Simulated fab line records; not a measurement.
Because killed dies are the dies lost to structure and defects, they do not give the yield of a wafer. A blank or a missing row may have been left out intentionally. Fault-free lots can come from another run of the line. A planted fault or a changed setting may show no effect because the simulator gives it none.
What tool caused it?	flow gf180mcu	17 wafers sampled from 6 lots at 1 step of a route of 602

WHAT EACH GAUGE READ, for each wafer
GF_DNWELL_TW_MEAS_09.
lot	measured	on	DNWELL_TW
L361	day 2 23:40	film_metro-02	1340 1341 1352
L363	day 3 10:16	film_metro-03	1336 1337 1333
L365	day 3 21:29	film_metro-04	1349 1355 1356
L367	day 4 06:54	film_metro-04	1350 1351 1350
L376	day 6 08:32	film_metro-04	1343 1336
L382	day 7 16:05	film_metro-04	1359 1366 1365

EACH LOT AND THE TOOL THAT RAN IT (in order: tool; ch and the chambers of the sampled wafers; start)
Before these readings, the record contains no process step.

THE ANSWER, worked out from the rows above alone
Rule: the lots themselves supply what counts as usual. Put in order of their means at a reading, lots are off if they are a third of the lots or fewer, leave a main group of 4 or more, and stand apart from it by a gap of 3 or more times the standard deviation of the main group's means; of several such gaps the widest counts. If all means in a main group match to the digits the tables above print for the reading, that group is not used. A lot without any number at a reading at which 4 lots or more have one is off too. Where the step has rows for the other lots, those lots are counted as sound.
Nothing can be told from this: no lot is off at any reading shown.

WHAT THE SIMULATOR HAD INSERTED
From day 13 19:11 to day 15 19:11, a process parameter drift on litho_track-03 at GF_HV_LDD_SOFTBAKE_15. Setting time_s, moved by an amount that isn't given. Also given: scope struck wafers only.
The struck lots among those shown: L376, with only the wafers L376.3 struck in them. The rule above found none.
